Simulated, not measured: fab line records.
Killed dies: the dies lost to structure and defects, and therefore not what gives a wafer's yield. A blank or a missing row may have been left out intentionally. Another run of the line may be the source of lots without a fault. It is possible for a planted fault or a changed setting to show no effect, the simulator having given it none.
Struck lot and sound lot, side by side    flow sky130    19 steps out of a route of 708
Sound: these wafers, L655.1, L655.3, L655.4. Struck: wafers L651.2, L651.6. (L651.1 of the same lot was not struck and is left out.) The cause comes at the end.
For every step that has rows: the tool of each side, followed by ch and its chambers, followed by its first start. Under that, the readings that differ: sound wafers    struck wafers    difference of the means    sigmas: that difference in standard deviations of wafers without a fault.
alike: words and numbers the same on both sides, and readings whose means are apart by under 2 such deviations; not compared: readings that were withheld, readings missing a value for some wafer, numbers with overlapping values and no deviation given by the record, and bounds like >300 which may hide the same value.
A row with sigmas, a row that says differs or no value, or rows on one side alone: a step with any of these is where the two part. When numbers do not overlap yet have no deviation, they are printed without sigmas and do not part them. Lack of a reading on every wafer of one side parts them only where that side has two or more wafers.

first, 1 step without rows for these wafers: SKY_METAL2_SPUTTER_00 (material Ti, target thk 15 nm, time 10 s).
SKY_METAL2_SPUTTER_01: material TiN, target thk 20 nm, time 16.7 s.
  sound on pvd_sputter-01, day 38 10:23; struck on pvd_sputter-03, day 36 22:27
  alike: throttle_valve_pct
SKY_METAL2_SPUTTER_02: material AlCu, target thk 250 nm, time 13.3 s.
  sound on pvd_sputter-01, day 38 10:24; struck on pvd_sputter-03, day 36 22:29
  alike: throttle_valve_pct
SKY_METAL2_SPUTTER_03: material Ti, target thk 5 nm, time 3.3 s.
  sound on pvd_sputter-01, day 38 10:26; struck on pvd_sputter-03, day 36 22:30
  alike: throttle_valve_pct
SKY_METAL2_SPUTTER_04: material TiN, target thk 70 nm, time 58.3 s.
  sound on pvd_sputter-01, day 38 10:27; struck on pvd_sputter-03, day 36 22:31
  alike: throttle_valve_pct
SKY_METAL2_RS_MEAS_05: measures by four-point-probe.
  sound on film_metro-01, day 38 10:30; struck on film_metro-04, day 36 22:34
  alike: METAL2_ALCU_RS
SKY_METAL2_THK_MEAS_06: measures by xrf.
  sound on film_metro-01, day 38 10:37; struck on film_metro-04, day 36 22:41
  alike: METAL2_ALCU_THK
then, 5 steps without rows for these wafers: SKY_METAL2_DEHYDRATE_07 (time 60 s); SKY_METAL2_HMDS_08 (prime time 60 s); SKY_METAL2_COAT_09 (resist thk 60 nm); SKY_METAL2_COAT_10 (resist thk 450 nm); SKY_METAL2_SOFTBAKE_11 (time 90 s).
SKY_METAL2_EXPOSE_12: exposes mask MM2, target cd 140 nm.
  sound on krf_scanner-02 ch 0, day 38 23:04; struck on krf_scanner-01 ch 0, day 37 12:01
  alike: mask
then, 2 steps without rows for these wafers: SKY_METAL2_PEB_13; SKY_METAL2_DEVELOP_14 (develop time 60 s).
SKY_METAL2_CD_MEAS_15 targets a cd of 140 nm.
  sound on cd_sem-01, day 39 12:00; struck on cd_sem-02, day 38 00:28
reading     sound              struck  difference                     sigmas
cd_nm (nm)  139.4 139.0 139.0  - -     no value on the struck wafers  
SKY_METAL2_OVL_MEAS_16:
  sound on overlay-01, day 39 12:07; struck on overlay-02, day 38 00:35
reading          sound   struck  difference                     sigmas
METAL2_OVL (nm)  -3 0 2  - -     no value on the struck wafers  
SKY_METAL2_DESCUM_17: chemistry O2, time 8 s.
  sound on rie_metal-01 ch 0,1, day 39 12:10; struck on rie_metal-02 ch 1, day 38 00:37
reading                      sound        struck   difference  sigmas
drypump_motor_current_A (A)  5.0 5.0 5.2  6.0 6.0  +0.9        +2
  alike: oes_product_au, rf_fwd_power_W
  not compared: rf_hours_counter_h
-- the record jumps here: 10 days lie between the struck wafers' starts before and after (it left off in module METAL2 and takes up again in module PAD_OPEN, whose first step shown is number 708 of the route) --
SKY_PAD_OPEN_PROBE_99:
  sound on prober-01, day 49 05:45; struck on prober-02, day 48 01:33
reading                   sound           struck                                             difference                    sigmas
hold                      - - -           await_dispo/3.7h/release await_dispo/3.7h/release  no value on the sound wafers  
defect_limited_yield (%)  80.9 83.3 82.9  0 0                                                -82                           -39
killed_at_M0_to_M3        54 40 48        457 452                                            +407                          +53
killed_dies               94 82 84        492 492                                            +405                          +41
killed_on_rim             16 13 21        96 96                                              +79                           +21
sort_bin_5_function (%)   11.6 9.3 9.6    93.3 93.3                                          +83.1                         +49
sort_n_pass               398 410 408     0 0                                                -405                          -41
sort_yield_pct (%)        80.9 83.3 82.9  0 0                                                -82                           -39
  alike: killed_at_M4_up, killed_at_contacts, killed_at_front_end, killed_at_other, killed_open, killed_short, sort_bin_3_pad_short, sort_bin_6_memory

## WHERE THEY PART
Last at SKY_PAD_OPEN_PROBE_99 as far as this record goes, first at SKY_METAL2_CD_MEAS_15.

WHY: what had been put in by the simulator
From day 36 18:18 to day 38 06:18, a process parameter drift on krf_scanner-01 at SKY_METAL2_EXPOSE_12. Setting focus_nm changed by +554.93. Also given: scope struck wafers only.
